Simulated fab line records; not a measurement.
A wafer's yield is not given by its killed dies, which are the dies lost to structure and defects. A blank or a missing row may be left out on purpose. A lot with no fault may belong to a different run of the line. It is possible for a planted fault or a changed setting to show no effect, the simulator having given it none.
What tool caused it? + flow sky130 + 39 wafers from 13 lots sampled at 3 of the route's 708 steps

== WHAT EACH GAUGE READ, for each wafer ==
SKY_SONOS_TUNNEL_OVL_MEAS_08. Usual: SONOS_TUNNEL_OVL gives 0.4 nm (standard deviation 1.5).
| lot  | measured     | on         | SONOS_TUNNEL_OVL (nm) | flag |
|------|--------------|------------|-----------------------|------|
| L958 | day 12 08:37 | overlay-01 | -0.1 1.5 0.2          |      |
| L957 | day 12 10:17 | overlay-01 | 0.3 -0.1 1.6          |      |
| L960 | day 13 04:32 | overlay-02 | 0.4 -0.6 1.2          |      |
| L961 | day 13 11:02 | overlay-02 | 2.4 3.5 0.7           |      |
| L969 | day 16 00:52 | overlay-02 | 1.4 1.6 -0.7          |      |
| L970 | day 16 11:46 | overlay-01 | 0.8 0.7 1.6           |      |
| L971 | day 16 19:34 | overlay-02 | -1.3 -0.5 0.4         |      |
| L972 | day 17 01:44 | overlay-02 | 2.4 1.7 1.8           |      |
| L973 | day 17 07:07 | overlay-01 | -1.8 -2.1 0.3         |      |
| L974 | day 17 14:28 | overlay-02 | -1.5 -3.0 -2.3        |      |
| L975 | day 17 23:44 | overlay-02 | -0.7 -0.2 -0.3        |      |
| L978 | day 19 02:04 | overlay-02 | -0.1 -1.2 -1.5        |      |
| L979 | day 19 09:53 | overlay-01 | -0.5 0.5 1.0          |      |

SKY_GATE_OXIDE_TW_MEAS_14. Usual: GATE_OXIDE_TW gives 225.2 (standard deviation 1.9).
| lot  | measured     | on            | GATE_OXIDE_TW     | flag |
|------|--------------|---------------|-------------------|------|
| L958 | day 15 00:01 | film metro-02 | 227.6 228.0 227.6 |      |
| L957 | day 15 00:21 | film metro-01 | 223.6 221.7 222.2 |      |
| L960 | day 15 15:49 | film metro-01 | 221.9 222.1 223.0 |      |
| L961 | day 16 00:33 | film metro-04 | 223.7 224.0 224.5 |      |
| L969 | day 18 23:13 | film metro-02 | 227.8 227.7 227.1 |      |
| L970 | day 19 09:49 | film metro-01 | 226.6 225.4 225.1 |      |
| L971 | day 19 14:57 | film metro-04 | 224.2 225.4 225.1 |      |
| L972 | day 20 01:19 | film metro-04 | 224.3 223.8 223.2 |      |
| L973 | day 20 05:29 | film metro-01 | 225.6 224.0 224.4 |      |
| L974 | day 20 12:58 | film metro-02 | 228.0 227.1 227.2 |      |
| L975 | day 20 21:22 | film metro-02 | 227.0 226.1 226.4 |      |
| L978 | day 22 00:41 | film metro-02 | 224.3 224.0 225.6 |      |
| L979 | day 22 08:36 | film metro-01 | 224.9 225.3 225.9 |      |

SKY_LDD_LDN_OVL_MEAS_07. Usual: LDD_LDN_OVL gives -0.2 nm (standard deviation 1.3).
| lot  | measured     | on         | LDD_LDN_OVL (nm) | flag |
|------|--------------|------------|------------------|------|
| L958 | day 24 10:48 | overlay-02 | -0.3 -0.2 -1.3   |      |
| L957 | day 24 08:21 | overlay-02 | -0.4 -0.6 -0.1   |      |
| L960 | day 25 02:12 | overlay-02 | -1.2 -1.9 -0.1   |      |
| L961 | day 25 09:40 | overlay-02 | 1.0 0.2 -0.3     |      |
| L969 | day 28 07:07 | overlay-01 | -0.8 0.4 0.8     |      |
| L970 | day 28 14:27 | overlay-02 | -2.0 -1.9 -1.6   |      |
| L971 | day 28 20:31 | overlay-01 | 0.1 0.3 0.6      |      |
| L972 | day 29 06:58 | overlay-02 | 0.4 -2.6 -0.6    |      |
| L973 | day 29 08:45 | overlay-02 | -0.3 0.9 0.9     |      |
| L974 | day 29 15:04 | overlay-01 | -0.5 -1.1 0.3    |      |
| L975 | day 30 00:07 | overlay-01 | 0.3 0.7 -0.3     |      |
| L978 | day 31 00:20 | overlay-01 | -1.5 -3.0 -0.9   |      |
| L979 | day 31 07:48 | overlay-02 | -1.2 -0.7 0.5    |      |

== WHICH TOOL RAN EACH LOT (tool, then ch and the chambers of the sampled wafers, then the start) ==
Before these readings, the record contains no process step.

== WHAT THE TOOLS THEMSELVES READ (means of the sampled wafers that have a number; where no wafer has one, the mark that the record gives instead) ==
The record holds no such reading with a usual standard deviation.

== THE ANSWER, worked out from the rows above alone ==
Rule: a lot is off if the mean of its wafers that have a number lies more than 3 standard deviations from the usual mean. A lot without any number at a reading at which 4 lots or more have one is off too. Where the step has rows for the other lots, those lots are counted as sound. After the gauges, taken in route order, come the tools' own readings; for these a lot's mean is taken, as printed above. The first step at which some lot is off is used, and at that step the reading that is off furthest; a lot without a number counts as furthest.
None of the lots is off at any reading shown; this tells nothing.

== WHAT THE SIMULATOR HAD INSERTED ==
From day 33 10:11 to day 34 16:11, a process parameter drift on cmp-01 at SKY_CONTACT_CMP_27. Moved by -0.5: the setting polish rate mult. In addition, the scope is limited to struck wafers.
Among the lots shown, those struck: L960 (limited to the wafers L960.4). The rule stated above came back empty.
